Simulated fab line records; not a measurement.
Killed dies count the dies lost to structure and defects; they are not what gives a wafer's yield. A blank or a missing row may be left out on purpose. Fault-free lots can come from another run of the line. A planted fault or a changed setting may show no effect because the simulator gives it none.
fab line records	flow sky130
record lots=13	wafers=39	lastDay=50
route steps=708 shown FIELD_ISO@16 NWELL@34 VT_ADJUST_PCH@152 LDD_N@241
lots that met no fault: from a run of the same line without faults
startH: hours from the record's opening day to when the first of the lot's shown wafers began	waitH: time in hours since the lot's previous step	" repeats the value in the row above	L1.1+2: a row that stands for several wafers	- value missing, or start not given	* or withheld: withheld	< > ~ a bound
route shown NAME@n: NAME is a module with steps in the file, n the number in the route of the first one	usual: mean/standard deviation of fault-free wafers	same: alike in all rows	chamber/n: place in a boat	sites: each site's reading	_std_site: the standard deviation of these	_edge_site: inner sites' mean taken away from outer sites' mean	radiusMm: for every site, how far away it sits from the centre of the wafer	mask NAME#n: copy n	behind: the most recent tool/chamber to have shaped the wafer	hold: why the lot was held/for how many hours/how that ended	device: names the non-switching transistor (n, p or np)	end of line: tests run on the same wafers once the route is complete	a step with no rows: only its recipe	killed: dies lost to structure and defects at the first sort, not the wafer's yield	map: the dies of a wafer, with x for killed, . for not killed, _ for no die there
set.NAME: the setting the step ran with; set.NAME@STEP: the setting that earlier step ran with	model.NAME: the simulator's own value behind a step, which no gauge read
a sample of lots followed through the steps of the route, with each step as a table and each wafer as a row
services: the hour from which a tool's chamber was out of use, counted from the record's first day as startH (under 0 if before that day), plus the number of hours and why
## steps
# step SKY_FIELD_ISO_ETCH_15
# recipe chemistry=CHF3/O2	targetDepthNm=180	stopOn=Si	sourceW=600	biasW=200	pressureMtorr=40	chf3FlowSccm=50	O2_flow_sccm=5	timeS=72
# usual drypumpMotorCurrentA=5.7/0.31	oesProductAu=0.947/0.0068	rfFwdPowerW=595.5/2.2	throttleValvePct=8.845/0.0091
# same timeS=72
lot.wafer	tool	chamber	startH	waitH	drypumpMotorCurrentA	oesProductAu	rfFwdPowerW	rfHoursCounterH	throttleValvePct
L341.2	rieDiel-02	2	40.62	0.0	5.9	0.950	597.7	7	8.843
L341.3	"	1	"	"	6.1	0.948	597.9	157	8.831
L341.4	"	0	"	"	5.8	0.936	592.3	87	8.838
L343.3	rieDiel-01	2	49.97	0.0	6.0	0.940	593.3	101	8.851
L343.4	"	2	"	"	6.0	0.941	592.7	-	8.835
L343.5	"	1	"	"	5.8	0.942	598.7	-	8.841
L344.3	rieDiel-04	0	55.22	0.0	5.3	0.946	589.9	149	8.847
L344.4	"	3	"	"	5.6	0.937	594.8	93	8.838
L344.5	"	2	"	"	5.2	0.938	593.4	-	8.833
L345.1	rieDiel-04	0	59.54	0.0	5.3	0.937	594.2	149	8.843
L345.3	"	1	"	"	5.5	0.943	593.7	163	8.831
L345.5	"	0	"	"	5.3	0.944	591.3	-	8.849
L346.4	rieDiel-01	0	64.99	0.0	5.4	0.959	596.6	36	8.835
L346.5	"	3	"	"	6.2	0.946	598.7	-	8.847
L346.6	"	2	"	"	6.0	0.950	594.7	-	8.852
L347.3	rieDiel-01	2	69.92	0.0	6.0	0.945	594.6	102	8.840
L347.4	"	3	"	"	6.2	0.937	597.6	142	8.844
L347.6	"	1	"	"	5.7	0.952	598.9	-	8.845
L349.1	rieDiel-02	1	82.64	0.0	6.1	0.959	598.7	159	8.847
L349.3	"	2	"	"	5.9	0.954	598.0	8	8.838
L349.6	"	0	"	"	5.8	0.946	593.9	-	8.842
L350.1	rieDiel-01	1	86.10	0.0	5.7	0.940	598.1	3	8.830
L350.5	"	0	"	"	5.4	0.944	594.4	-	8.847
L350.6	"	3	"	"	6.2	0.934	595.7	-	8.841
L355.2	rieDiel-04	0	112.99	0.0	5.3	0.946	593.6	150	8.841
L355.3	"	3	"	"	5.5	0.946	596.6	94	8.856
L355.5	"	3	"	"	5.5	0.948	593.9	-	8.848
L358.1	rieDiel-02	1	128.08	0.0	6.1	0.957	599.4	160	8.842
L358.3	"	3	"	"	5.9	0.955	594.5	28	8.842
L358.5	"	0	"	"	5.8	0.954	591.9	-	8.847
L359.3	rieDiel-01	0	137.15	0.0	5.4	0.942	592.4	37	8.856
L359.5	"	3	"	"	6.2	0.952	597.9	-	8.844
L359.6	"	0	"	"	5.4	0.947	593.8	-	8.852
L360.2	rieDiel-04	2	144.93	0.0	5.2	0.952	595.2	60	8.844
L360.4	"	1	"	"	5.5	0.949	596.4	-	8.847
L360.6	"	2	"	"	5.2	0.950	595.3	-	8.830
L361.3	rieDiel-02	2	145.28	0.0	5.9	0.952	596.1	9	8.861
L361.4	"	2	"	"	5.9	0.948	595.8	-	8.834
L361.5	"	3	"	"	5.9	0.956	596.6	-	8.857
# step SKY_NWELL_THK_MEAS_02
# recipe reads=SiO2_of_NWELL_OXIDATION_01
# usual NWELL_OXIDATION_THK=9.93/0.14
lot.wafer	tool	chamber	startH	waitH	NWELL_OXIDATION_THK[nm]
L341.2	filmMetro-01	-	47.35	0.0	9.83
L341.3	"	-	"	"	10.00
L341.4	"	-	"	"	10.08
L343.3	filmMetro-04	-	59.11	0.0	10.03
L343.4	"	-	"	"	9.88
L343.5	"	-	"	"	10.15
L344.3	filmMetro-02	-	64.78	0.0	10.02
L344.4	"	-	"	"	9.85
L344.5	"	-	"	"	9.99
L345.1	filmMetro-02	-	65.67	0.0	9.98
L345.3	"	-	"	"	9.94
L345.5	"	-	"	"	10.04
L346.4	filmMetro-01	-	73.06	0.0	9.80
L346.5	"	-	"	"	9.60
L346.6	"	-	"	"	9.63
L347.3	filmMetro-02	-	76.27	0.0	9.65
L347.4	"	-	"	"	9.93
L347.6	"	-	"	"	9.91
L349.1	filmMetro-04	-	88.91	0.0	9.76
L349.3	"	-	"	"	9.94
L349.6	"	-	"	"	9.90
L350.1	filmMetro-02	-	92.96	0.0	9.87
L350.5	"	-	"	"	9.81
L350.6	"	-	"	"	9.69
L355.2	filmMetro-04	-	132.54	0.0	9.79
L355.3	"	-	"	"	9.66
L355.5	"	-	"	"	9.82
L358.1	filmMetro-01	-	138.95	0.0	10.13
L358.3	"	-	"	"	9.93
L358.5	"	-	"	"	9.92
L359.3	filmMetro-02	-	145.99	0.0	9.93
L359.5	"	-	"	"	9.96
L359.6	"	-	"	"	9.83
L360.2	filmMetro-04	-	153.04	0.0	10.11
L360.4	"	-	"	"	9.99
L360.6	"	-	"	"	9.91
L361.3	filmMetro-01	-	153.05	0.0	9.66
L361.4	"	-	"	"	9.64
L361.5	"	-	"	"	9.75
# step SKY_VT_ADJUST_PCH_STRIP_09
# recipe chemistry=O2/N2	powerW=1400	pressureMtorr=1500	platenTempC=withheld	o2FlowSccm=3000	n2FlowSccm=300	overashFraction=0.5
# usual drypumpMotorCurrentA=5.7/0.52	oesProductAu=0.723/0.0046	stripTimeToEndpointS=36.90/0.098
lot.wafer	tool	chamber	startH	waitH	drypumpMotorCurrentA	oesProductAu	rfHoursCounterH	stripTimeToEndpointS
L341.2	plasmaAsher-04	1	235.15	0.1	5.4	0.727	55	37.06
L341.3	"	1	"	"	5.4	0.729	-	37.03
L341.4	"	0	"	"	6.0	0.722	-	37.09
L343.3	plasmaAsher-02	0	255.19	0.1	6.2	0.719	-	36.94
L343.4	"	1	"	"	5.6	0.721	-	36.88
L343.5	"	1	"	"	5.6	0.723	-	36.80
L344.3	plasmaAsher-01	1	262.84	0.1	4.8	0.717	-	36.86
L344.4	"	0	"	"	6.3	0.710	-	36.84
L344.5	"	0	"	"	6.3	0.720	-	36.93
L345.1	plasmaAsher-02	1	266.65	0.1	5.6	0.720	45	36.92
L345.3	"	1	"	"	5.6	0.717	-	36.78
L345.5	"	1	"	"	5.6	0.728	-	36.77
L346.4	plasmaAsher-01	1	274.98	0.1	4.8	0.723	-	36.96
L346.5	"	1	"	"	4.8	0.719	-	36.89
L346.6	"	0	"	"	6.3	0.729	-	36.93
L347.3	plasmaAsher-01	0	283.19	0.1	6.3	0.725	-	36.93
L347.4	"	1	"	"	4.8	0.722	-	36.94
L347.6	"	0	"	"	6.3	0.723	-	36.87
L349.1	plasmaAsher-02	1	297.18	0.1	5.6	0.714	48	36.96
L349.3	"	0	"	"	6.2	0.726	-	36.97
L349.6	"	0	"	"	6.2	0.723	-	37.03
L350.1	plasmaAsher-02	0	308.06	0.1	6.2	0.718	49	36.95
L350.5	"	0	"	"	6.2	0.718	-	36.97
L350.6	"	1	"	"	5.6	0.724	-	36.94
L355.2	plasmaAsher-04	1	363.30	0.1	5.4	0.720	66	36.91
L355.3	"	0	"	"	6.0	0.726	-	36.98
L355.5	"	0	"	"	6.0	0.725	-	37.05
L358.1	plasmaAsher-04	1	376.65	0.1	5.4	0.720	68	36.73
L358.3	"	0	"	"	6.0	0.727	-	36.66
L358.5	"	1	"	"	5.4	0.731	-	36.65
L359.3	plasmaAsher-01	0	387.71	0.1	6.3	0.722	-	36.97
L359.5	"	1	"	"	4.8	0.719	-	36.87
L359.6	"	0	"	"	6.3	0.728	-	36.75
L361.3	plasmaAsher-02	0	396.03	0.1	6.3	0.726	-	36.86
L361.4	"	1	"	"	5.6	0.729	-	36.82
L361.5	"	0	"	"	6.2	0.727	-	36.85
L360.2	plasmaAsher-04	0	397.30	0.1	6.0	0.720	70	36.91
L360.4	"	1	"	"	5.4	0.722	-	36.91
L360.6	"	0	"	"	6.0	0.724	-	36.98
# step SKY_LDD_N_EXPOSE_04
# recipe maskId=NTM	targetCdNm=840	na=0.6	sourceShape=conventional	sigmaOuter=0.6	doseMj=110
# usual stageVelMmS=499.97/0.24
lot.wafer	tool	chamber	startH	waitH	mask	stageVelMmS
L341.2	ilineStepper-02	0	399.73	-	NTM#0	499.98
L341.3	"	0	"	"	NTM#0	500.11
L341.4	"	0	"	"	NTM#0	500.17
L343.3	ilineStepper-01	0	425.38	-	NTM#0	499.91
L343.4	"	0	"	"	NTM#0	500.32
L343.5	"	0	"	"	NTM#0	499.87
L344.3	ilineStepper-02	0	430.15	-	NTM#0	500.19
L344.4	"	0	"	"	NTM#0	499.84
L344.5	"	0	"	"	NTM#0	500.38
L345.1	ilineStepper-01	0	434.28	-	NTM#0	499.73
L345.3	"	0	"	"	NTM#0	500.28
L345.5	"	0	"	"	NTM#0	499.30
L346.4	ilineStepper-01	0	445.22	-	NTM#0	500.04
L346.5	"	0	"	"	NTM#0	500.11
L346.6	"	0	"	"	NTM#0	499.56
L347.3	ilineStepper-02	0	455.65	-	NTM#0	499.60
L347.4	"	0	"	"	NTM#0	499.58
L347.6	"	0	"	"	NTM#0	499.58
L349.1	ilineStepper-02	0	475.89	-	NTM_R1#0	499.78
L349.3	"	0	"	"	NTM_R1#0	499.68
L349.6	"	0	"	"	NTM_R1#0	500.20
L350.1	ilineStepper-01	0	481.56	-	NTM#0	499.91
L350.5	"	0	"	"	NTM#0	499.74
L350.6	"	0	"	"	NTM#0	499.80
L355.2	ilineStepper-02	0	543.58	-	NTM#0	499.80
L355.3	"	0	"	"	NTM#0	499.98
L355.5	"	0	"	"	NTM#0	499.58
L358.1	ilineStepper-02	0	559.74	-	NTM#0	500.31
L358.3	"	0	"	"	NTM#0	500.08
L358.5	"	0	"	"	NTM#0	499.97
L359.3	ilineStepper-02	0	569.78	-	NTM#0	499.94
L359.5	"	0	"	"	NTM#0	499.71
L359.6	"	0	"	"	NTM#0	499.93
L361.3	ilineStepper-01	0	578.77	-	NTM#0	499.82
L361.4	"	0	"	"	NTM#0	499.90
L361.5	"	0	"	"	NTM#0	499.83
L360.2	ilineStepper-01	0	580.21	-	NTM#0	499.78
L360.4	"	0	"	"	NTM#0	499.89
L360.6	"	0	"	"	NTM#0	500.23
## services
tool	chamber	startH	hours	kind
rieDiel-01	0	47.94	12.4	repair
ilineStepper-01	-	57.01	0.7	repair
ilineStepper-01	-	57.53	13.5	repair
rieDiel-01	2	61.32	1.6	repair
ilineStepper-01	-	134.45	1.7	pm
rieDiel-01	-	148.61	2.8	pm
rieDiel-01	2	173.50	4.1	repair
ilineStepper-02	-	233.37	1.7	pm
rieDiel-01	-	234.46	28.1	pm
ilineStepper-02	-	253.82	5.5	repair
rieDiel-01	2	263.85	2.5	repair
plasmaAsher-02	-	300.83	0.4	repair
ilineStepper-02	-	328.88	0.6	repair
plasmaAsher-02	-	332.70	3.2	repair
ilineStepper-01	-	352.53	1.7	pm
rieDiel-01	3	413.50	16.5	repair
plasmaAsher-02	-	432.04	2.8	pm
rieDiel-01	-	439.97	1.0	repair
ilineStepper-02	-	447.52	2.1	pm
ilineStepper-02	-	451.58	1.7	pm
ilineStepper-01	-	463.89	12.3	repair
ilineStepper-01	-	471.18	8.7	repair
rieDiel-01	1	555.95	8.7	repair
ilineStepper-01	-	570.71	1.7	pm
## key
firstSign step=SKY_LDD_N_EXPOSE_04	reading=mask	direction=changed
effect none on later readings
metAt SKY_LDD_N_EXPOSE_04
struckLots L349
sortLeftOut L349.1,L349.3,L349.6
testerLeftOut L349
notActingAt SKY_FIELD_ISO_ETCH_15,SKY_NWELL_THK_MEAS_02,SKY_VT_ADJUST_PCH_STRIP_09
onsetBetween 455.65 475.89
fault kind=wrongMask	tool=any	chamber=-	onsetH=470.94	steps=SKY_LDD_N_EXPOSE_04	auxCopy=NTM_R1#0	cdOffsetNm=-101	scope=struckLotsOnly
# testerLeftOut: of these lots the tester's yield and bins aren't shown, on N5 and GAA mostly nor the transistor test; their killed dies are dies lost to structure and defects alone, not to doping, threshold or leakage, so they don't give the yield
# sortLeftOut: the simulated sort isn't trusted on such a fault, so these wafers' sort isn't shown, and their yield isn't known
